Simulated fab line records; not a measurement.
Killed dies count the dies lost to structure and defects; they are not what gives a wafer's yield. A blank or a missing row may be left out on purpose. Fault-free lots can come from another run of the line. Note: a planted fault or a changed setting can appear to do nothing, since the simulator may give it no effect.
Chamber matching	flow sky130	SKY_VIA3_ETCH_15 on rieDiel-04: 4 sister chambers
The step etches SiO2 in C4F8/O2/Ar, stops on TiN, target depth 507 nm, time 75.38 s. 4 wafers are shown with their chamber, then 7 later ones without.

WAFERS WITH THEIR CHAMBER
wafer	chamber	chamberPressureMTorr (mTorr)
L930.1	1	40.02
L930.2	3	40.03
L934.1	0	39.93
L934.2	2	40.01

WAFERS MISSING THEIR CHAMBER
wafer	chamberPressureMTorr (mTorr)
L934.5	40.00
L936.1	40.02
L936.3	40.04
L936.4	39.98
L937.1	40.00
L937.2	39.96
L937.5	40.07

WHICH CHAMBER EACH ONE RAN IN
wafer	from the rows above	in truth
L934.5	can't be placed: 2 or 1 or 3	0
L936.1	can't be placed: 1 or 3 or 2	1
L936.3	can't be placed: 3 or 1 or 2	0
L936.4	can't be placed: 2 or 1 or 0 or 3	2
L937.1	can't be placed: 2 or 1 or 3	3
L937.2	can't be placed: 0 or 2 or 1 or 3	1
L937.5	can't be placed: 3 or 1 or 2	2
Correct placement for 0 of the 7. Can't be placed from these rows: 7 (the true chamber is among the candidates in 5). Wrongly placed: 0.
How it was worked out, from the rows above alone: a wafer's distance from a chamber is the root of the sum, over the readings, of the square of ((its reading less the chamber's mean) divided by the reading's scatter). The wafer belongs to the nearest chamber; if the next one is less than 2 further off, it can't be placed. The mean given for a chamber averages the wafers shown for that chamber. The scatter: with one shown wafer a chamber, the root of the mean of the squares of how far each hidden wafer lies from its nearest shown one.
